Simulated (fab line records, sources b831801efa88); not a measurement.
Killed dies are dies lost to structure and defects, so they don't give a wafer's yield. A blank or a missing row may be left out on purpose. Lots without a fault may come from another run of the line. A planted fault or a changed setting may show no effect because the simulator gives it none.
Chamber matching | flow sky130 | SKY_VIA4_CMP_21 on cmp-01: 4 sister chambers
The step polishes, stops on SiO2, t overpolish 25 s, target thk 0 nm. 8 wafers are shown with their chamber, then 9 later ones without.

WAFERS WITH THEIR CHAMBER
wafer  | chamber | motor_current_A (A) | time_to_endpoint_s (s)
L588.3 | 3       | 11.8                | 126
L588.6 | 2       | 9.9                 | 121
L593.2 | 3       | 12.3                | 118
L593.3 | 0       | 10.9                | 118
L593.5 | 1       | 10.8                | 119
L594.4 | 2       | 10.4                | 110
L594.5 | 1       | 11.7                | 123
L594.6 | 0       | 11.0                | 114

WAFERS WITHOUT THEIR CHAMBER
wafer  | motor_current_A (A) | time_to_endpoint_s (s)
L595.1 | 11.9                | 119
L595.4 | 11.0                | 122
L595.5 | 10.4                | 114
L604.1 | 11.4                | 132
L604.2 | 10.7                | 124
L604.5 | 9.9                 | 122
L603.1 | 10.0                | 116
L603.2 | 11.2                | 119
L603.4 | 10.5                | 126

WHICH CHAMBER EACH WENT THROUGH
wafer  | from the rows above               | in truth
L595.1 | can't be placed: 3 or 1 or 0      | 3
L595.4 | can't be placed: 1 or 0 or 2 or 3 | 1
L595.5 | can't be placed: 2 or 0 or 1      | 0
L604.1 | can't be placed: 1 or 3 or 0      | 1
L604.2 | can't be placed: 1 or 0 or 2 or 3 | 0
L604.5 | can't be placed: 2 or 0 or 1      | 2
L603.1 | can't be placed: 2 or 0           | 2
L603.2 | can't be placed: 1 or 0 or 3      | 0
L603.4 | can't be placed: 1 or 2 or 0 or 3 | 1
Placed correctly: 0 of 9. Can't be placed from these rows: 9 (the true chamber is among the candidates in 9). Placed wrongly: 0.
How it was worked out, from the rows above alone: a wafer's distance from a chamber is the root of the sum, over the readings, of the square of ((its reading less the chamber's mean) divided by the reading's scatter). The wafer belongs to the nearest chamber; if the next one is less than 2 further off, it can't be placed. A chamber's mean is the mean of its shown wafers. The scatter: the root of (the sum of the squares of (reading less its chamber's mean) over the shown wafers, divided by (wafers less chambers)).
